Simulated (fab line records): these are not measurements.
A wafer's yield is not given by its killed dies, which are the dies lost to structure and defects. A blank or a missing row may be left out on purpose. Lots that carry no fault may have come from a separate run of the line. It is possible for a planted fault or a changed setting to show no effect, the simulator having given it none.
The same fault as seen by 2 desks + flow gf180mcu + each desk holds nothing but its own numbers, with what lay behind them at the end

== THE METROLOGY DESK ==
Means of the sampled wafers that have a number, per lot and without regard to the tool the lot ran on: this is what the gauges read. The brackets show how far a lot's mean lies from the usual mean; more than 4 standard deviations puts the lot out of limits, marked OUT.
Columns: A = MVPSD_OVL at GF_MVPSD_OVL_MEAS_07, usual 0.4 nm; B = LVPWELL_RS at GF_VT_IMPLANT_RS_MEAS_48, usual 1196.1 ohm/sq; C = DUAL_GATE_OXIDATION_00_THK at GF_DUAL_GATE_THK_MEAS_03, usual 10.79 nm
| lot  | first seen here | A    | B      | C                |
|------|-----------------|------|--------|------------------|
| L559 | day 5 01:35     | -1.3 | 1194.1 | 10.96            |
| L561 | day 5 10:55     | 2.7  | 1199.4 | 10.94            |
| L563 | day 6 00:18     | 3.1  | 1198.6 | 11.12            |
| L564 | day 6 07:40     | 1.9  | 1193.7 | 11.92 (+5.4) OUT |
| L565 | day 6 13:52     | -1.2 | 1197.9 | 10.72            |
| L566 | day 6 17:19     | 1.4  | 1193.5 | 12.07 (+6.1) OUT |
| L573 | day 8 13:19     | 0.7  | 1196.9 | 10.80            |
| L575 | day 9 02:46     | -0.0 | 1196.1 | 10.64            |
| L578 | day 9 19:10     | 1.1  | 1195.4 | 11.07            |
| L579 | day 10 01:52    | -0.2 | 1198.6 | 10.88            |
| L580 | day 10 07:23    | -0.3 | 1199.3 | 10.64            |
| L581 | day 10 14:24    | -1.8 | 1196.3 | 10.68            |
| L582 | day 10 21:05    | -1.4 | 1193.3 | 11.04            |
Per this desk, out of limits: L564, L566; the first was L564, day 9 03:44 (DUAL_GATE_OXIDATION_00_THK at GF_DUAL_GATE_THK_MEAS_03). Within limits: L559, L561, L563, L565, L573, L575, L578, L579, L580, L581, L582.

== THE TOOL OWNER'S DESK: furnace-02 ==
The tool's own readings at GF_DUAL_GATE_OXIDATION_02 (stabilise 600 s, purge 300 s, target thk 10.887 nm): means of the sampled wafers that have a number, for each lot that ran on this tool. The brackets show how far a lot's mean lies from the usual mean; more than 4 standard deviations puts the lot out of limits, marked OUT.
Columns: A = spikeTcBottomC at GF_DUAL_GATE_OXIDATION_02, usual 916.7 C; B = spikeTcCentreC at GF_DUAL_GATE_OXIDATION_02, usual 900.4 C; C = spikeTcLowerC at GF_DUAL_GATE_OXIDATION_02, usual 900.2 C; D = spikeTcTopC at GF_DUAL_GATE_OXIDATION_02, usual 912.9 C; E = spikeTcUpperC at GF_DUAL_GATE_OXIDATION_02, usual 899.5 C
| lot  | first seen here | A                | B                | C                | D     | E                |
|------|-----------------|------------------|------------------|------------------|-------|------------------|
| L563 | day 8 18:29     | 917.7            | 901.2            | 899.2            | 916.3 | 901.2            |
| L564 | day 9 02:17     | 925.5 (+5.5) OUT | 907.9 (+6.8) OUT | 908.9 (+8.7) OUT | 924.1 | 908.5 (+6.4) OUT |
| L566 | day 9 14:31     | 925.6 (+5.6) OUT | 907.8 (+6.8) OUT | 908.5 (+8.3) OUT | 924.2 | 909.2 (+6.9) OUT |
| L575 | day 12 08:06    | 916.9            | 900.7            | 899.5            | 916.0 | 899.8            |
| L578 | day 13 00:28    | 918.4            | 899.0            | 899.7            | 916.4 | 900.4            |
| L579 | day 13 07:36    | 917.8            | 899.6            | 899.7            | 915.7 | 899.1            |
| L580 | day 13 13:41    | 917.1            | 899.2            | 899.7            | 914.8 | 901.0            |
| L582 | day 14 06:49    | 918.5            | 900.2            | 900.6            | 915.5 | 900.4            |
This desk's finding: out of limits on L564, L566; first on L564, day 9 02:17 (spikeTcBottomC at GF_DUAL_GATE_OXIDATION_02). Within limits: L563, L575, L578, L579, L580, L582.

== PUT TOGETHER ==
At day 9 02:17, on L564, L566, the tool owner's desk was in a position to raise an alarm.
An alarm was possible from the metrology desk at day 9 03:44, on L564, L566.
All the named lots went through GF_DUAL_GATE_OXIDATION_02 on furnace-02.

== WHAT THE SIMULATOR HAD PUT IN ==
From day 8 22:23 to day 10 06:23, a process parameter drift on furnace-02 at GF_DUAL_GATE_OXIDATION_02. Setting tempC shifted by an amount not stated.
Shown lots that were struck: L564, L566.
Hours from the fault's start to each desk's first reading out of limits: the tool owner's desk, 4; the metrology desk, 5.
